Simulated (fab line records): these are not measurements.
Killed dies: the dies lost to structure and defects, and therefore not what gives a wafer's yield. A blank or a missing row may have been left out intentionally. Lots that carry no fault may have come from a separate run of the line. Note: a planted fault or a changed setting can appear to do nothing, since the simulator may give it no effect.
Which tool is to blame? || flow sky130 || 39 wafers from 13 lots sampled at 5 of the route's 708 steps

== WHAT THE GAUGES READ, wafer by wafer ==
SKY_POLY_GATE_THK_MEAS_21. Usual: POLY_GATE_OXIDATION_THK 4.01 nm, standard deviation 0.092.
{"lot": "L952", "measured": "day 16 20:35", "on": "film_metro-02", "POLY_GATE_OXIDATION_THK (nm)": "3.86 3.87 3.95", "flag": ""}
{"lot": "L954", "measured": "day 17 14:22", "on": "film_metro-01", "POLY_GATE_OXIDATION_THK (nm)": "4.06 4.07 4.08", "flag": ""}
{"lot": "L956", "measured": "day 18 02:41", "on": "film_metro-03", "POLY_GATE_OXIDATION_THK (nm)": "4.08 3.99 4.03", "flag": ""}
{"lot": "L959", "measured": "day 19 14:17", "on": "film_metro-03", "POLY_GATE_OXIDATION_THK (nm)": "3.93 3.93 4.01", "flag": ""}
{"lot": "L960", "measured": "day 19 15:23", "on": "film_metro-03", "POLY_GATE_OXIDATION_THK (nm)": "3.94 3.92 3.88", "flag": ""}
{"lot": "L961", "measured": "day 19 21:25", "on": "film_metro-01", "POLY_GATE_OXIDATION_THK (nm)": "4.04 4.13 4.14", "flag": ""}
{"lot": "L962", "measured": "day 20 09:44", "on": "film_metro-02", "POLY_GATE_OXIDATION_THK (nm)": "4.02 3.95 3.98", "flag": ""}
{"lot": "L963", "measured": "day 20 21:10", "on": "film_metro-01", "POLY_GATE_OXIDATION_THK (nm)": "4.07 4.11 4.06", "flag": ""}
{"lot": "L968", "measured": "day 22 05:41", "on": "film_metro-03", "POLY_GATE_OXIDATION_THK (nm)": "4.05 3.98 4.05", "flag": ""}
{"lot": "L971", "measured": "day 23 12:43", "on": "film_metro-03", "POLY_GATE_OXIDATION_THK (nm)": "3.97 3.91 3.94", "flag": ""}
{"lot": "L972", "measured": "day 23 16:21", "on": "film_metro-01", "POLY_GATE_OXIDATION_THK (nm)": "3.92 4.02 3.91", "flag": ""}
{"lot": "L974", "measured": "day 24 04:58", "on": "film_metro-03", "POLY_GATE_OXIDATION_THK (nm)": "4.03 4.00 4.14", "flag": ""}
{"lot": "L975", "measured": "day 24 19:15", "on": "film_metro-03", "POLY_GATE_OXIDATION_THK (nm)": "4.00 3.94 4.00", "flag": ""}

SKY_LDD_HVN_TW_MEAS_10. Usual: LDD_HVN_TW 1433, standard deviation 13.
{"lot": "L952", "measured": "day 20 16:47", "on": "film_metro-03", "LDD_HVN_TW": "1420 1414 1420", "flag": ""}
{"lot": "L954", "measured": "day 21 12:39", "on": "film_metro-03", "LDD_HVN_TW": "1416 1414 1421", "flag": ""}
{"lot": "L956", "measured": "day 21 23:34", "on": "film_metro-03", "LDD_HVN_TW": "1414 1420 1424", "flag": ""}
{"lot": "L959", "measured": "day 23 11:05", "on": "film_metro-03", "LDD_HVN_TW": "1427 1425 1430", "flag": ""}
{"lot": "L960", "measured": "day 23 11:44", "on": "film_metro-01", "LDD_HVN_TW": "1424 1427 1427", "flag": ""}
{"lot": "L961", "measured": "day 23 17:44", "on": "film_metro-02", "LDD_HVN_TW": "1804 1810 1812", "flag": "OFF"}
{"lot": "L962", "measured": "day 24 06:14", "on": "film_metro-02", "LDD_HVN_TW": "1812 1799 1787", "flag": "OFF"}
{"lot": "L963", "measured": "day 24 16:49", "on": "film_metro-03", "LDD_HVN_TW": "1434 1434 1431", "flag": ""}
{"lot": "L968", "measured": "day 26 00:59", "on": "film_metro-02", "LDD_HVN_TW": "1797 1801 1802", "flag": "OFF"}
{"lot": "L971", "measured": "day 27 05:48", "on": "film_metro-02", "LDD_HVN_TW": "1448 1443 1438", "flag": ""}
{"lot": "L972", "measured": "day 27 09:13", "on": "film_metro-01", "LDD_HVN_TW": "1426 1427 1424", "flag": ""}
{"lot": "L974", "measured": "day 27 22:01", "on": "film_metro-01", "LDD_HVN_TW": "1433 1419 1427", "flag": ""}
{"lot": "L975", "measured": "day 28 12:08", "on": "film_metro-02", "LDD_HVN_TW": "1455 1468 1454", "flag": ""}

SKY_POLY_CUT_OVL_MEAS_09. Usual: POLY_CUT_OVL 1 nm, standard deviation 5.7.
{"lot": "L952", "measured": "day 24 12:55", "on": "overlay-01", "POLY_CUT_OVL (nm)": "5 0 5", "flag": ""}
{"lot": "L954", "measured": "day 25 08:27", "on": "overlay-02", "POLY_CUT_OVL (nm)": "-2 9 2", "flag": ""}
{"lot": "L956", "measured": "day 25 20:28", "on": "overlay-02", "POLY_CUT_OVL (nm)": "-9 -3 -3", "flag": ""}
{"lot": "L959", "measured": "day 27 05:13", "on": "overlay-01", "POLY_CUT_OVL (nm)": "0 2 0", "flag": ""}
{"lot": "L960", "measured": "day 27 07:50", "on": "overlay-01", "POLY_CUT_OVL (nm)": "8 11 9", "flag": ""}
{"lot": "L961", "measured": "day 27 11:55", "on": "overlay-02", "POLY_CUT_OVL (nm)": "9 10 9", "flag": ""}
{"lot": "L962", "measured": "day 27 22:47", "on": "overlay-01", "POLY_CUT_OVL (nm)": "-1 3 5", "flag": ""}
{"lot": "L963", "measured": "day 28 11:02", "on": "overlay-01", "POLY_CUT_OVL (nm)": "3 -2 3", "flag": ""}
{"lot": "L968", "measured": "day 29 15:23", "on": "overlay-01", "POLY_CUT_OVL (nm)": "3 -7 2", "flag": ""}
{"lot": "L971", "measured": "day 30 21:19", "on": "overlay-01", "POLY_CUT_OVL (nm)": "-1 -3 -3", "flag": ""}
{"lot": "L972", "measured": "day 30 22:32", "on": "overlay-01", "POLY_CUT_OVL (nm)": "7 -2 1", "flag": ""}
{"lot": "L974", "measured": "day 31 12:02", "on": "overlay-01", "POLY_CUT_OVL (nm)": "8 7 6", "flag": ""}
{"lot": "L975", "measured": "day 32 01:43", "on": "overlay-01", "POLY_CUT_OVL (nm)": "-2 1 3", "flag": ""}

== TOOL THAT RAN EACH LOT (tool first, then ch and the chambers of the sampled wafers, then the start) ==
{"lot": "L952", "SKY_SONOS_ONO_ETCH_15": "rie_diel-02 ch 0,2,3, day 12 15:20", "SKY_LDD_HVN_IMPLANT_08": "implanter-04 ch 0, day 20 16:32"}
{"lot": "L954", "SKY_SONOS_ONO_ETCH_15": "rie_diel-03 ch 0,2, day 13 17:08", "SKY_LDD_HVN_IMPLANT_08": "implanter-03 ch 0, day 21 12:24"}
{"lot": "L956", "SKY_SONOS_ONO_ETCH_15": "rie_diel-04 ch 0,1,2, day 14 00:35", "SKY_LDD_HVN_IMPLANT_08": "implanter-03 ch 0, day 21 23:20"}
{"lot": "L959", "SKY_SONOS_ONO_ETCH_15": "rie_diel-03 ch 0,1,3, day 15 11:17", "SKY_LDD_HVN_IMPLANT_08": "implanter-01 ch 0, day 23 10:50"}
{"lot": "L960", "SKY_SONOS_ONO_ETCH_15": "rie_diel-02 ch 1,2, day 15 11:21", "SKY_LDD_HVN_IMPLANT_08": "implanter-04 ch 0, day 23 11:29"}
{"lot": "L961", "SKY_SONOS_ONO_ETCH_15": "rie_diel-04 ch 1,2, day 15 21:02", "SKY_LDD_HVN_IMPLANT_08": "implanter-03 ch 0, day 23 17:13"}
{"lot": "L962", "SKY_SONOS_ONO_ETCH_15": "rie_diel-04 ch 1,2,3, day 16 01:18", "SKY_LDD_HVN_IMPLANT_08": "implanter-04 ch 0, day 24 05:41"}
{"lot": "L963", "SKY_SONOS_ONO_ETCH_15": "rie_diel-03 ch 0,1,3, day 16 14:00", "SKY_LDD_HVN_IMPLANT_08": "implanter-04 ch 0, day 24 16:35"}
{"lot": "L968", "SKY_SONOS_ONO_ETCH_15": "rie_diel-03 ch 0,1, day 17 22:30", "SKY_LDD_HVN_IMPLANT_08": "implanter-01 ch 0, day 26 00:10"}
{"lot": "L971", "SKY_SONOS_ONO_ETCH_15": "rie_diel-03 ch 0,1,2, day 19 06:06", "SKY_LDD_HVN_IMPLANT_08": "implanter-01 ch 0, day 27 05:33"}
{"lot": "L972", "SKY_SONOS_ONO_ETCH_15": "rie_diel-04 ch 0,1, day 19 10:54", "SKY_LDD_HVN_IMPLANT_08": "implanter-01 ch 0, day 27 08:58"}
{"lot": "L974", "SKY_SONOS_ONO_ETCH_15": "rie_diel-02 ch 2,3, day 19 23:22", "SKY_LDD_HVN_IMPLANT_08": "implanter-04 ch 0, day 27 21:48"}
{"lot": "L975", "SKY_SONOS_ONO_ETCH_15": "rie_diel-02 ch 1,2, day 20 11:27", "SKY_LDD_HVN_IMPLANT_08": "implanter-01 ch 0, day 28 11:53"}
- SKY_SONOS_ONO_ETCH_15: etches the open film in CHF3/O2, target depth 19.52 nm, time 7.8 s.
- SKY_LDD_HVN_IMPLANT_08

== WHAT THE TOOLS THEMSELVES READ (means of the sampled wafers that have a number; where no wafer has one, the mark that the record gives instead) ==
SKY_SONOS_ONO_ETCH_15. Usual: drypump_motor_current_A 5.8 A, standard deviation 0.42; oes_product_au 1.000 a.u., standard deviation 0.0066; throttle_valve_pct 8.826 %, standard deviation 0.0093.
{"lot": "L952", "tool": "rie_diel-02", "drypump_motor_current_A (A)": 6.0, "oes_product_au (a.u.)": 0.997, "throttle_valve_pct (%)": 8.822, "flag": ""}
{"lot": "L954", "tool": "rie_diel-03", "drypump_motor_current_A (A)": 5.6, "oes_product_au (a.u.)": 0.999, "throttle_valve_pct (%)": 8.821, "flag": ""}
{"lot": "L956", "tool": "rie_diel-04", "drypump_motor_current_A (A)": 5.5, "oes_product_au (a.u.)": 1.000, "throttle_valve_pct (%)": 8.836, "flag": ""}
{"lot": "L959", "tool": "rie_diel-03", "drypump_motor_current_A (A)": 5.7, "oes_product_au (a.u.)": 1.002, "throttle_valve_pct (%)": 8.830, "flag": ""}
{"lot": "L960", "tool": "rie_diel-02", "drypump_motor_current_A (A)": 6.4, "oes_product_au (a.u.)": 0.999, "throttle_valve_pct (%)": 8.819, "flag": ""}
{"lot": "L961", "tool": "rie_diel-04", "drypump_motor_current_A (A)": 5.3, "oes_product_au (a.u.)": 0.999, "throttle_valve_pct (%)": 8.828, "flag": ""}
{"lot": "L962", "tool": "rie_diel-04", "drypump_motor_current_A (A)": 5.4, "oes_product_au (a.u.)": 1.009, "throttle_valve_pct (%)": 8.839, "flag": ""}
{"lot": "L963", "tool": "rie_diel-03", "drypump_motor_current_A (A)": 5.7, "oes_product_au (a.u.)": 0.998, "throttle_valve_pct (%)": 8.825, "flag": ""}
{"lot": "L968", "tool": "rie_diel-03", "drypump_motor_current_A (A)": 5.5, "oes_product_au (a.u.)": 1.000, "throttle_valve_pct (%)": 8.827, "flag": ""}
{"lot": "L971", "tool": "rie_diel-03", "drypump_motor_current_A (A)": 5.7, "oes_product_au (a.u.)": 0.999, "throttle_valve_pct (%)": 8.836, "flag": ""}
{"lot": "L972", "tool": "rie_diel-04", "drypump_motor_current_A (A)": 5.6, "oes_product_au (a.u.)": 1.001, "throttle_valve_pct (%)": 8.825, "flag": ""}
{"lot": "L974", "tool": "rie_diel-02", "drypump_motor_current_A (A)": 6.0, "oes_product_au (a.u.)": 1.002, "throttle_valve_pct (%)": 8.824, "flag": ""}
{"lot": "L975", "tool": "rie_diel-02", "drypump_motor_current_A (A)": 6.3, "oes_product_au (a.u.)": 1.001, "throttle_valve_pct (%)": 8.821, "flag": ""}

== THE ANSWER, worked out from the rows above alone ==
Rule: a lot counts as off when the mean over its wafers that have a number is more than 3 standard deviations away from the usual mean. A lot without any number at a reading at which 4 lots or more have one is off too. The other lots that the step has rows for count as sound. Order of review: gauges by route order, followed by the tools' own readings, for which a lot's mean as printed above is used. The first step at which some lot is off is used, and at that step the reading that is off furthest; a lot without a number counts as furthest.
Off: at SKY_LDD_HVN_TW_MEAS_10 (LDD_HVN_TW), L961, L962, L968.
A tool fits if, at a process step before that reading, it ran every lot that is off, and no sound lot after the first of them. Those tools and the gauges at SKY_LDD_HVN_TW_MEAS_10 are tried in the same way. Of those tried, none fits.

== WHAT THE SIMULATOR PUT IN ==
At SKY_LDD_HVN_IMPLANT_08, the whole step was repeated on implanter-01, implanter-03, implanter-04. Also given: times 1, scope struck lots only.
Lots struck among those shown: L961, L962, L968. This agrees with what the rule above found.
